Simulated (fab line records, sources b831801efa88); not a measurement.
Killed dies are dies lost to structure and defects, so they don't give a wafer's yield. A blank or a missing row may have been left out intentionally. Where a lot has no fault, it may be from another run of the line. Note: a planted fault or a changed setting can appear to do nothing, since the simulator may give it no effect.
fab line records	flow sky130
record: lots: 13	wafers: 39	last_day: 50
route steps=708 shown SONOS_ONO@183 GATE_OXIDE@197 POLY_GATE@205 LDD_N@248 PAD_OPEN@708
lots with no fault: from the same line, run without faults
start_h: hours from the record's first day to the start of the lot's first wafer shown	wait_h: hours elapsed since this lot's preceding step	" unchanged from the row above	L1.1+2: a single row standing in for several wafers	- either no value or no given start	* or withheld: withheld	< > ~ a bound
route shown NAME@n: names a module that has steps shown in the file, with the first one's number in the route	usual: mean and standard deviation over wafers with no fault	same: alike in all rows	chamber/n: place in a boat	sites: readings site by site	_std_site: the values' standard deviation	_edge_site: outer sites' mean less inner sites'	radius_mm: for every site, how far away it sits from the centre of the wafer	mask NAME#n: copy n	behind: the tool/chamber that last shaped the wafer	hold: reason for holding the lot/hours on hold/outcome of the hold	device: whichever transistor did not switch (one of n, p or np)	end of line: at the end of the route, the tests of the same wafers	a step without rows: its recipe alone	killed: the dies lost at the first sort to structure and to defects; this is not the yield of the wafer	map: dies across one wafer; x = killed, . = not, _ = none there
set.NAME: setting as actually run; set.NAME@STEP: the setting as run at that earlier step	model.NAME: the simulator's own value behind a step, which no gauge read
the route's steps for a sample of lots (tables are steps, rows are wafers)
services: when a tool's chamber went out of use (start_h, in hours from the record's first day, below 0 if earlier), for how many hours, and the reason
== steps ==
step: SKY_SONOS_ONO_ETCH_15
recipe: target_depth_nm: 19.52	chemistry: CHF3/O2	source_w: 600	bias_w: 200	pressure_mtorr: 40	chf3_flow_sccm: 50	O2_flow_sccm: 5	time_s: 7.8
usual: drypump_motor_current_A: 5.4/0.43	oes_product_au: 0.998/0.007	throttle_valve_pct: 8.825/0.0095
lot.wafer	tool	chamber	start_h	wait_h	drypump_motor_current_A	oes_product_au	rf_hours_counter_h	throttle_valve_pct
L289.3	rie_diel-03	3	282.87	0.0	5.8	1.001	31	8.820
L289.4	"	1	"	"	4.7	1.005	-	8.832
L289.5	"	2	"	"	5.4	0.996	-	8.815
L290.1	rie_diel-04	2	292.76	0.0	5.0	0.994	4	8.808
L290.2	"	0	"	"	4.8	1.007	41	8.845
L290.6	"	0	"	"	4.8	1.006	-	8.821
L291.1	rie_diel-04	0	296.87	0.0	4.8	0.996	41	8.823
L291.5	"	2	"	"	5.0	0.997	-	8.832
L291.6	"	0	"	"	4.8	0.999	-	8.833
L292.1	rie_diel-03	2	304.22	0.0	5.4	1.002	3	8.836
L292.2	"	0	"	"	6.1	1.000	61	8.820
L292.3	"	3	"	"	5.7	1.002	32	8.828
L293.2	rie_diel-02	1	344.77	0.0	5.7	0.992	3	8.831
L293.5	"	3	"	"	5.5	0.989	-	8.834
L293.6	"	0	"	"	5.5	1.009	-	8.820
L295.1	rie_diel-02	1	350.92	0.0	5.7	0.997	3	8.820
L295.3	"	2	"	"	5.3	1.005	19	8.828
L295.4	"	3	"	"	5.5	0.996	8	8.821
L294.1	rie_diel-03	1	351.05	0.0	4.6	0.995	2	8.812
L294.3	"	0	"	"	6.1	0.997	61	8.817
L294.4	"	2	"	"	5.4	0.988	4	8.834
L299.4	rie_diel-04	3	376.37	0.0	5.9	0.992	3	8.811
L299.5	"	0	"	"	4.8	0.994	-	8.826
L299.6	"	3	"	"	5.9	1.000	-	8.816
L303.2	rie_diel-03	3	422.05	0.0	5.7	0.991	34	8.823
L303.5	"	3	"	"	5.7	0.997	-	8.817
L303.6	"	0	"	"	6.1	0.997	-	8.804
L304.1	rie_diel-02	0	439.32	0.0	5.5	1.000	10	8.839
L304.5	"	1	"	"	5.7	0.989	-	8.825
L304.6	"	2	"	"	5.2	1.006	-	8.826
L308.1	rie_diel-02	2	467.31	0.0	5.3	1.012	21	8.840
L308.4	"	1	"	"	5.6	0.992	5	8.805
L308.5	"	1	"	"	5.7	0.994	-	8.845
L309.3	rie_diel-02	1	471.52	0.0	5.7	1.002	5	8.822
L309.4	"	3	"	"	5.5	1.003	10	8.812
L309.5	"	3	"	"	5.5	1.005	-	8.825
L311.1	rie_diel-04	2	477.26	0.0	5.0	0.987	8	8.827
L311.2	"	1	"	"	5.4	0.989	3	8.797
L311.3	"	0	"	"	4.8	1.007	45	8.834
step: SKY_GATE_OXIDE_OVL_MEAS_10
usual: GATE_OXIDE_OVL: -0.2/1.3
lot.wafer	tool	chamber	start_h	wait_h	GATE_OXIDE_OVL[nm]
L289.3	overlay-01	-	310.76	0.1	1.9
L289.4	"	-	"	"	-0.1
L289.5	"	-	"	"	-0.4
L290.1	overlay-02	-	320.17	0.1	0.1
L290.2	"	-	"	"	0.6
L290.6	"	-	"	"	-1.1
L291.1	overlay-01	-	325.00	0.1	0.0
L291.5	"	-	"	"	0.2
L291.6	"	-	"	"	1.5
L292.1	overlay-01	-	332.02	0.1	-0.5
L292.2	"	-	"	"	1.0
L292.3	"	-	"	"	-2.0
L293.2	overlay-02	-	374.28	0.1	-3.3
L293.5	"	-	"	"	-3.7
L293.6	"	-	"	"	-1.8
L295.1	overlay-02	-	381.06	0.1	-0.5
L295.3	"	-	"	"	0.1
L295.4	"	-	"	"	-0.8
L294.1	overlay-01	-	381.27	0.1	-2.4
L294.3	"	-	"	"	-3.0
L294.4	"	-	"	"	-0.5
L299.4	overlay-02	-	408.28	0.1	-1.0
L299.5	"	-	"	"	1.1
L299.6	"	-	"	"	0.1
L303.2	overlay-01	-	459.43	0.1	0.4
L303.5	"	-	"	"	-2.0
L303.6	"	-	"	"	-0.2
L304.1	overlay-01	-	473.75	0.1	-0.4
L304.5	"	-	"	"	-1.7
L304.6	"	-	"	"	-0.2
L308.1	overlay-01	-	503.20	0.1	-1.0
L308.4	"	-	"	"	0.5
L308.5	"	-	"	"	0.2
L309.3	overlay-02	-	503.27	0.1	0.0
L309.4	"	-	"	"	0.8
L309.5	"	-	"	"	0.8
L311.1	overlay-01	-	515.91	0.1	-2.7
L311.2	"	-	"	"	-1.8
L311.3	"	-	"	"	-0.8
step: SKY_POLY_GATE_THK_MEAS_01
recipe: reads: poly-Si_of_POLY_GATE_CVD_00
usual: POLY_GATE_CVD_00_THK: 179.2/1.8
lot.wafer	tool	chamber	start_h	wait_h	POLY_GATE_CVD_00_THK[nm]
L289.3	film_metro-02	-	315.77	0.0	180.5
L289.4	"	-	"	"	179.8
L289.5	"	-	"	"	180.2
L290.1	film_metro-02	-	324.55	0.0	180.4
L290.2	"	-	"	"	179.3
L290.6	"	-	"	"	179.5
L291.1	film_metro-03	-	328.99	0.0	179.0
L291.5	"	-	"	"	180.7
L291.6	"	-	"	"	179.6
L292.1	film_metro-04	-	336.10	0.0	180.7
L292.2	"	-	"	"	181.7
L292.3	"	-	"	"	180.7
L293.2	film_metro-04	-	378.66	0.0	180.4
L293.5	"	-	"	"	180.9
L293.6	"	-	"	"	180.2
L295.1	film_metro-02	-	384.36	0.0	177.5
L295.3	"	-	"	"	179.8
L295.4	"	-	"	"	178.9
L294.1	film_metro-02	-	385.56	0.0	182.8
L294.3	"	-	"	"	181.5
L294.4	"	-	"	"	180.6
L299.4	film_metro-02	-	411.52	0.0	180.4
L299.5	"	-	"	"	178.6
L299.6	"	-	"	"	178.4
L303.2	film_metro-02	-	468.49	0.0	180.2
L303.5	"	-	"	"	180.4
L303.6	"	-	"	"	178.0
L304.1	film_metro-02	-	480.32	0.0	179.2
L304.5	"	-	"	"	178.8
L304.6	"	-	"	"	178.2
L308.1	film_metro-03	-	507.03	0.0	177.1
L308.4	"	-	"	"	176.1
L308.5	"	-	"	"	178.3
L309.3	film_metro-03	-	508.85	0.0	176.7
L309.4	"	-	"	"	176.4
L309.5	"	-	"	"	176.2
L311.1	film_metro-04	-	520.01	0.0	174.6
L311.2	"	-	"	"	173.6
L311.3	"	-	"	"	175.4
step: SKY_LDD_N_IMPLANT_11
recipe: species: As	energy_kev: 20	dose_cm2: 7.5e+13	tilt_deg: withheld	rotation_deg: 293
usual: dose_ions_cm2: 7.499e+13/7.5e+10
same: implant_ion_amu: 75
lot.wafer	tool	chamber	start_h	wait_h	dose_ions_cm2
L289.3	implanter-04	0	405.53	0.1	7.506e+13
L289.4	"	0	"	"	7.497e+13
L289.5	"	0	"	"	7.493e+13
L290.1	implanter-04	0	415.08	0.1	7.487e+13
L290.2	"	0	"	"	7.489e+13
L290.6	"	0	"	"	7.494e+13
L291.1	implanter-03	0	418.80	0.1	7.497e+13
L291.5	"	0	"	"	7.505e+13
L291.6	"	0	"	"	7.488e+13
L292.1	implanter-04	0	425.89	0.1	7.504e+13
L292.2	"	0	"	"	7.499e+13
L292.3	"	0	"	"	7.496e+13
L293.2	implanter-03	0	479.72	0.1	7.502e+13
L293.5	"	0	"	"	7.499e+13
L293.6	"	0	"	"	7.511e+13
L295.1	implanter-04	0	480.00	0.1	7.513e+13
L295.3	"	0	"	"	7.496e+13
L295.4	"	0	"	"	7.493e+13
L294.1	implanter-01	0	480.13	0.1	7.506e+13
L294.3	"	0	"	"	7.504e+13
L294.4	"	0	"	"	7.499e+13
L299.4	implanter-03	0	511.10	0.1	7.508e+13
L299.5	"	0	"	"	7.497e+13
L299.6	"	0	"	"	7.506e+13
L303.2	implanter-03	0	563.42	0.1	7.205e+13
L303.5	"	0	"	"	7.209e+13
L303.6	"	0	"	"	7.204e+13
L304.1	implanter-03	0	576.68	0.1	7.199e+13
L304.5	"	0	"	"	7.192e+13
L304.6	"	0	"	"	7.198e+13
L308.1	implanter-01	0	600.03	0.1	7.496e+13
L308.4	"	0	"	"	7.498e+13
L308.5	"	0	"	"	7.499e+13
L309.3	implanter-04	0	604.05	0.1	7.513e+13
L309.4	"	0	"	"	7.495e+13
L309.5	"	0	"	"	7.504e+13
L311.1	implanter-04	0	616.59	0.1	7.516e+13
L311.2	"	0	"	"	7.497e+13
L311.3	"	0	"	"	7.499e+13
step: SKY_PAD_OPEN_PROBE_99
usual: killed_at_M0_to_M3: 44/7.2	killed_at_M4_up: 3.0/1.8	killed_at_contacts: 24/5.4	killed_at_front_end: 14/4.4	killed_at_other: 0.4/0.64	killed_dies: 86/9.4	killed_open: 47/7.7	killed_short: 39/5.8
same: gross_dies: 492	killed_at_back_side: 0
lot.wafer	tool	chamber	start_h	wait_h	killed_at_M0_to_M3	killed_at_M4_up	killed_at_contacts	killed_at_front_end	killed_at_other	killed_dies	killed_open	killed_short
L289.3	prober-01	-	1069.98	0.2	30	2	20	8	1	61	33	28
L289.4	prober-01	-	1070.03	0.2	43	5	19	20	0	87	46	41
L289.5	prober-01	-	1070.08	0.2	33	3	22	12	0	70	39	31
L290.1	prober-02	-	1081.17	0.1	34	4	23	10	0	71	37	34
L290.2	prober-02	-	1081.22	0.1	39	2	24	13	0	78	51	27
L290.6	prober-02	-	1081.42	0.2	48	4	19	14	0	85	40	44
L291.1	prober-01	-	1087.56	0.1	47	0	25	8	0	80	41	37
L291.5	prober-01	-	1087.76	0.2	35	3	23	20	0	81	43	37
L291.6	prober-01	-	1087.81	0.2	47	3	32	12	0	94	53	41
L292.1	prober-02	-	1089.41	0.1	42	1	20	21	1	85	41	44
L292.2	prober-02	-	1089.46	0.1	44	1	31	11	0	87	52	35
L292.3	prober-02	-	1089.51	0.2	57	2	39	13	0	111	52	59
L293.2	prober-01	-	1125.82	0.1	50	4	28	18	3	103	65	35
L293.5	prober-01	-	1125.97	0.2	45	2	30	22	1	100	56	43
L293.6	prober-01	-	1126.02	0.2	41	5	23	13	2	84	47	37
L295.1	prober-02	-	1127.73	0.1	46	3	27	17	0	93	58	35
L295.3	prober-02	-	1127.83	0.2	31	2	28	13	2	76	45	29
L295.4	prober-02	-	1127.88	0.2	56	1	22	19	1	99	61	37
L294.1	prober-01	-	1129.11	0.1	46	4	27	12	0	89	54	35
L294.3	prober-01	-	1129.21	0.2	44	5	25	13	0	87	45	42
L294.4	prober-01	-	1129.26	0.2	77	3	19	15	0	114	66	48
L299.4	prober-02	-	1149.28	0.2	47	2	27	19	0	95	49	46
L299.5	prober-02	-	1149.33	0.2	34	3	30	13	0	80	44	35
L299.6	prober-02	-	1149.38	0.2	44	1	23	8	0	76	42	34
L303.2	prober-01	-	1172.22	0.1	40	3	25	9	0	77	40	37
L303.5	prober-01	-	1172.37	0.2	39	0	22	15	0	76	46	30
L303.6	prober-01	-	1172.42	0.2	52	3	24	11	0	90	42	48
L304.1	prober-02	-	1187.37	0.1	36	2	26	21	1	86	46	40
L304.5	prober-02	-	1187.57	0.2	51	3	18	14	0	86	51	35
L304.6	prober-02	-	1187.62	0.2	63	3	22	9	0	97	55	42
L308.1	prober-01	-	1192.42	0.1	43	5	17	12	0	77	41	36
L308.4	prober-01	-	1192.57	0.2	41	3	26	14	0	84	42	42
L308.5	prober-01	-	1192.62	0.2	34	8	21	17	1	81	43	37
L309.3	prober-02	-	1201.43	0.2	32	2	23	12	0	69	34	35
L309.4	prober-02	-	1201.48	0.2	32	6	15	16	0	69	36	33
L309.5	prober-02	-	1201.53	0.2	37	3	22	25	0	87	43	43
L311.1	prober-01	-	1210.79	0.1	49	2	36	16	0	103	60	43
L311.2	prober-01	-	1210.84	0.1	44	0	22	7	0	73	41	32
L311.3	prober-01	-	1210.89	0.2	52	5	22	14	0	93	47	46
killed by level:class
L289.3 LI_CONTACT:geometric_particle:open=8 VIA1:geometric_particle:open=8 CONTACT:geometric_particle:open=5 VIA3:geometric_particle:open=4 METAL2:geometric_particle:short=4 LI_CONTACT:geometric_particle:short=3 VIA2:geometric_particle:open=3 CONTACT:geometric_particle:short=3
L289.4 VIA1:geometric_particle:open=8 METAL2:geometric_particle:short=8 CONTACT:geometric_particle:open=7 FIELD_ISO:geometric_particle:open=6 METAL1:geometric_particle:short=6 POLY_GATE:geometric_particle:short=5 CONTACT:geometric_particle:short=5 VIA2:geometric_particle:open=5
L289.5 VIA1:geometric_particle:open=11 CONTACT:geometric_particle:open=8 METAL1:geometric_particle:short=7 POLY_GATE:geometric_particle:short=6 LI_CONTACT:geometric_particle:open=6 CONTACT:geometric_particle:short=5 POLY_GATE:geometric_particle:open=4 VIA3:geometric_particle:open=4
L290.1 LI_CONTACT:geometric_particle:open=9 VIA2:geometric_particle:open=8 CONTACT:geometric_particle:short=6 VIA1:geometric_particle:open=6 CONTACT:geometric_particle:open=4 VIA3:geometric_particle:open=4 METAL4:geometric_particle:short=4 FIELD_ISO:geometric_particle:open=3
L290.2 VIA1:geometric_particle:open=15 LI_CONTACT:geometric_particle:open=10 POLY_GATE:geometric_particle:open=6 VIA3:geometric_particle:open=6 CONTACT:geometric_particle:open=6 CONTACT:geometric_particle:short=4 VIA2:geometric_particle:short=4 VIA2:geometric_particle:open=4
L290.6 VIA1:geometric_particle:open=11 METAL2:geometric_particle:short=7 CONTACT:geometric_particle:short=7 VIA2:geometric_particle:short=6 VIA1:geometric_particle:short=6 VIA2:geometric_particle:open=6 VIA3:geometric_particle:open=5 FIELD_ISO:geometric_particle:short=4
L291.1 METAL1:geometric_particle:short=14 VIA1:geometric_particle:open=14 LI_CONTACT:geometric_particle:open=8 CONTACT:geometric_particle:open=7 CONTACT:geometric_particle:short=4 VIA1:geometric_particle:short=4 LOCAL_INTERCONNECT:geometric_particle:short=3 VIA2:geometric_particle:open=3
L291.5 VIA3:geometric_particle:open=9 CONTACT:geometric_particle:open=7 METAL1:geometric_particle:short=6 POLY_GATE:geometric_particle:open=5 LI_CONTACT:geometric_particle:open=5 VIA1:geometric_particle:open=5 FIELD_ISO:geometric_particle:short=4 LI_CONTACT:geometric_particle:short=4
L291.6 CONTACT:geometric_particle:open=16 VIA1:geometric_particle:open=14 FIELD_ISO:geometric_particle:short=7 LOCAL_INTERCONNECT:geometric_particle:short=6 VIA1:geometric_particle:short=6 VIA2:geometric_particle:open=6 VIA3:geometric_particle:open=6 METAL2:geometric_particle:short=5
L292.1 VIA1:geometric_particle:open=12 FIELD_ISO:geometric_particle:short=9 LI_CONTACT:geometric_particle:open=7 METAL1:geometric_particle:short=7 METAL2:geometric_particle:short=5 VIA2:geometric_particle:open=5 FIELD_ISO:geometric_particle:open=4 POLY_GATE:geometric_particle:short=4
L292.2 VIA3:geometric_particle:open=10 LI_CONTACT:geometric_particle:open=9 CONTACT:geometric_particle:open=9 VIA2:geometric_particle:open=8 VIA1:geometric_particle:open=7 METAL1:geometric_particle:short=6 CONTACT:geometric_particle:short=6 LI_CONTACT:geometric_particle:short=4
L292.3 VIA1:geometric_particle:open=15 LI_CONTACT:geometric_particle:open=12 METAL2:geometric_particle:short=11 CONTACT:geometric_particle:open=9 CONTACT:geometric_particle:short=7 METAL3:geometric_particle:short=6 METAL1:geometric_particle:short=6 LOCAL_INTERCONNECT:geometric_particle:short=5
L293.2 LI_CONTACT:geometric_particle:open=13 VIA1:geometric_particle:open=11 VIA3:geometric_particle:open=10 METAL2:geometric_particle:short=7 POLY_GATE:geometric_particle:open=6 CONTACT:geometric_particle:short=6 CONTACT:geometric_particle:open=6 VIA2:geometric_particle:open=5
L293.5 VIA1:geometric_particle:open=12 CONTACT:geometric_particle:open=11 CONTACT:geometric_particle:short=7 VIA2:geometric_particle:open=7 VIA3:geometric_particle:open=7 FIELD_ISO:geometric_particle:short=6 POLY_GATE:geometric_particle:short=6 LI_CONTACT:geometric_particle:open=6
L293.6 CONTACT:geometric_particle:open=11 LI_CONTACT:geometric_particle:open=8 VIA1:geometric_particle:open=7 VIA2:geometric_particle:open=7 METAL1:geometric_particle:short=6 VIA3:geometric_particle:open=6 METAL2:geometric_particle:short=5 VIA2:geometric_particle:short=5
L295.1 CONTACT:geometric_particle:open=14 VIA1:geometric_particle:open=13 VIA3:geometric_particle:open=7 VIA2:geometric_particle:open=7 FIELD_ISO:geometric_particle:short=6 LI_CONTACT:geometric_particle:open=6 METAL2:geometric_particle:short=6 CONTACT:geometric_particle:short=4
L295.3 CONTACT:geometric_particle:open=10 LI_CONTACT:geometric_particle:open=9 VIA1:geometric_particle:open=6 VIA2:geometric_particle:open=6 CONTACT:geometric_particle:short=5 VIA1:geometric_particle:short=5 VIA2:geometric_particle:short=5 POLY_GATE:geometric_particle:short=4
L295.4 VIA1:geometric_particle:open=16 CONTACT:geometric_particle:open=8 VIA2:geometric_particle:open=8 POLY_GATE:geometric_particle:open=6 METAL1:geometric_particle:short=6 FIELD_ISO:geometric_particle:open=5 LI_CONTACT:geometric_particle:open=5 CONTACT:geometric_particle:short=5
L294.1 VIA3:geometric_particle:open=10 VIA1:geometric_particle:open=8 LI_CONTACT:geometric_particle:open=7 CONTACT:geometric_particle:open=6 METAL1:geometric_particle:short=6 VIA2:geometric_particle:open=5 LOCAL_INTERCONNECT:geometric_particle:open=4 LOCAL_INTERCONNECT:geometric_particle:short=4
L294.3 VIA1:geometric_particle:open=12 CONTACT:geometric_particle:open=7 METAL2:geometric_particle:short=7 LOCAL_INTERCONNECT:geometric_particle:short=5 CONTACT:geometric_particle:short=5 METAL1:geometric_particle:short=5 METAL4:geometric_particle:short=5 POLY_GATE:geometric_particle:open=4
L294.4 VIA1:geometric_particle:open=18 VIA3:geometric_particle:open=10 METAL2:geometric_particle:short=9 METAL1:geometric_particle:short=8 VIA2:geometric_particle:open=8 VIA1:geometric_particle:short=7 CONTACT:geometric_particle:open=6 METAL2:geometric_particle:open=5
L299.4 VIA1:geometric_particle:open=13 LOCAL_INTERCONNECT:geometric_particle:short=10 CONTACT:geometric_particle:open=8 POLY_GATE:geometric_particle:open=7 VIA3:geometric_particle:open=6 VIA2:geometric_particle:short=6 POLY_GATE:geometric_particle:short=5 METAL3:geometric_particle:short=5
L299.5 LI_CONTACT:geometric_particle:open=10 VIA1:geometric_particle:open=9 CONTACT:geometric_particle:open=8 METAL2:geometric_particle:short=7 LI_CONTACT:geometric_particle:short=5 VIA1:geometric_particle:short=5 POLY_GATE:geometric_particle:open=4 VIA2:geometric_particle:open=4
L299.6 CONTACT:geometric_particle:open=10 LI_CONTACT:geometric_particle:open=7 VIA1:geometric_particle:open=7 VIA2:geometric_particle:short=7 VIA2:geometric_particle:open=6 VIA3:geometric_particle:open=6 CONTACT:geometric_particle:short=5 METAL2:geometric_particle:short=5
L303.2 VIA1:geometric_particle:open=9 LI_CONTACT:geometric_particle:open=9 METAL2:geometric_particle:short=7 CONTACT:geometric_particle:open=7 VIA1:geometric_particle:short=5 LOCAL_INTERCONNECT:geometric_particle:short=4 VIA2:geometric_particle:open=4 METAL3:geometric_particle:short=4
L303.5 CONTACT:geometric_particle:open=11 METAL1:geometric_particle:short=8 VIA2:geometric_particle:open=7 VIA1:geometric_particle:open=7 VIA3:geometric_particle:open=5 FIELD_ISO:geometric_particle:short=4 LI_CONTACT:geometric_particle:open=4 CONTACT:geometric_particle:short=4
L303.6 METAL2:geometric_particle:short=10 CONTACT:geometric_particle:open=9 VIA3:geometric_particle:open=7 CONTACT:geometric_particle:short=7 METAL1:geometric_particle:short=6 VIA1:geometric_particle:short=6 VIA1:geometric_particle:open=6 VIA2:geometric_particle:open=6
L304.1 CONTACT:geometric_particle:open=17 VIA1:geometric_particle:open=8 POLY_GATE:geometric_particle:short=6 VIA3:geometric_particle:open=6 FIELD_ISO:geometric_particle:short=5 VIA2:geometric_particle:open=5 FIELD_ISO:geometric_particle:open=4 VIA1:geometric_particle:short=4
L304.5 VIA1:geometric_particle:open=11 FIELD_ISO:geometric_particle:open=8 VIA3:geometric_particle:open=8 METAL2:geometric_particle:short=7 CONTACT:geometric_particle:open=6 METAL1:geometric_particle:short=6 VIA1:geometric_particle:short=6 LI_CONTACT:geometric_particle:open=5
L304.6 VIA1:geometric_particle:open=16 CONTACT:geometric_particle:open=9 VIA2:geometric_particle:open=9 METAL1:geometric_particle:short=8 VIA3:geometric_particle:open=6 VIA3:geometric_particle:short=6 FIELD_ISO:geometric_particle:open=5 METAL2:geometric_particle:short=5
L308.1 VIA1:geometric_particle:open=13 CONTACT:geometric_particle:open=6 METAL1:geometric_particle:short=6 VIA2:geometric_particle:open=6 LI_CONTACT:geometric_particle:open=5 METAL2:geometric_particle:short=5 METAL4:geometric_particle:short=5 POLY_GATE:geometric_particle:short=4
L308.4 VIA1:geometric_particle:open=13 LOCAL_INTERCONNECT:geometric_particle:short=7 VIA3:geometric_particle:open=7 CONTACT:geometric_particle:open=6 METAL2:geometric_particle:short=6 LI_CONTACT:geometric_particle:open=5 LI_CONTACT:geometric_particle:short=4 CONTACT:geometric_particle:short=4
L308.5 LI_CONTACT:geometric_particle:open=9 VIA1:geometric_particle:open=9 VIA2:geometric_particle:open=8 FIELD_ISO:geometric_particle:short=7 METAL4:geometric_particle:short=7 LOCAL_INTERCONNECT:geometric_particle:short=5 FIELD_ISO:geometric_particle:open=4 CONTACT:geometric_particle:open=4
L309.3 LI_CONTACT:geometric_particle:open=9 FIELD_ISO:geometric_particle:short=7 CONTACT:geometric_particle:open=7 METAL1:geometric_particle:short=6 VIA2:geometric_particle:open=6 METAL2:geometric_particle:short=4 VIA3:geometric_particle:open=4 VIA1:geometric_particle:open=3
L309.4 METAL1:geometric_particle:short=7 LI_CONTACT:geometric_particle:open=6 VIA3:geometric_particle:open=6 VIA1:geometric_particle:short=5 VIA1:geometric_particle:open=5 POLY_GATE:geometric_particle:open=4 FIELD_ISO:geometric_particle:open=3 METAL2:geometric_particle:short=3
L309.5 VIA1:geometric_particle:open=8 FIELD_ISO:geometric_particle:short=6 POLY_GATE:geometric_particle:short=6 LI_CONTACT:geometric_particle:open=6 CONTACT:geometric_particle:open=6 POLY_GATE:geometric_particle:open=5 LOCAL_INTERCONNECT:geometric_particle:short=5 METAL1:geometric_particle:short=5
L311.1 CONTACT:geometric_particle:open=12 VIA1:geometric_particle:open=12 VIA3:geometric_particle:open=10 VIA1:geometric_particle:short=9 FIELD_ISO:geometric_particle:open=7 LI_CONTACT:geometric_particle:open=7 LI_CONTACT:geometric_particle:short=6 METAL2:geometric_particle:short=6
L311.2 CONTACT:geometric_particle:open=9 VIA1:geometric_particle:open=9 LI_CONTACT:geometric_particle:open=6 METAL1:geometric_particle:short=6 VIA1:geometric_particle:short=6 CONTACT:geometric_particle:short=5 VIA2:geometric_particle:open=5 VIA3:geometric_particle:open=5
L311.3 VIA1:geometric_particle:open=15 VIA2:geometric_particle:open=8 CONTACT:geometric_particle:short=7 VIA3:geometric_particle:open=7 LOCAL_INTERCONNECT:geometric_particle:short=5 CONTACT:geometric_particle:open=5 METAL3:geometric_particle:short=5 FIELD_ISO:geometric_particle:short=4
== services ==
tool	chamber	start_h	hours	kind
rie_diel-04	1	258.98	11.5	repair
rie_diel-03	0	282.42	12.0	repair
rie_diel-04	-	297.57	1.2	repair
implanter-03	-	306.61	3.5	pm
implanter-03	-	346.06	2.9	repair
rie_diel-04	-	351.62	2.8	pm
rie_diel-02	-	354.39	15.6	pm
rie_diel-04	1	356.91	4.4	repair
rie_diel-02	1	370.42	18.9	repair
rie_diel-04	-	377.31	1.0	repair
rie_diel-03	-	384.24	1.2	repair
implanter-04	-	396.79	2.3	repair
rie_diel-03	2	401.26	8.3	repair
rie_diel-04	-	405.06	0.3	repair
implanter-03	-	407.28	0.8	repair
implanter-03	-	433.33	6.9	repair
rie_diel-02	-	456.42	2.8	pm
implanter-03	-	469.23	0.6	repair
rie_diel-02	0	481.44	2.2	repair
implanter-04	-	495.56	18.3	pm
implanter-03	-	525.74	0.8	repair
rie_diel-02	-	534.48	0.6	repair
implanter-04	-	558.59	3.3	pm
implanter-03	-	587.21	2.6	repair
== key ==
first_sign: step: SKY_LDD_N_IMPLANT_11	reading: dose_ions_cm2	direction: down	sigmas: 40	usual: *	struck: *
effect none on later readings
met_at SKY_LDD_N_IMPLANT_11
struck_lots L303,L304
tester_left_out L303,L304
not_acting_at SKY_SONOS_ONO_ETCH_15,SKY_GATE_OXIDE_OVL_MEAS_10,SKY_POLY_GATE_THK_MEAS_01
onset_between 511.10 563.42
fault: kind: process_parameter_drift	tool: implanter-03	chamber: -	onset_h: 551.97	steps: SKY_LDD_N_IMPLANT_11	channel: dose_cm2	offset: *	shape: step	end_h: 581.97	acts_in: *	stated: *
tester_left_out: of these lots the tester's yield and bins aren't shown, on N5 and GAA mostly nor the transistor test; their killed dies are dies lost to structure and defects alone, not to doping, threshold or leakage, so they don't give the yield
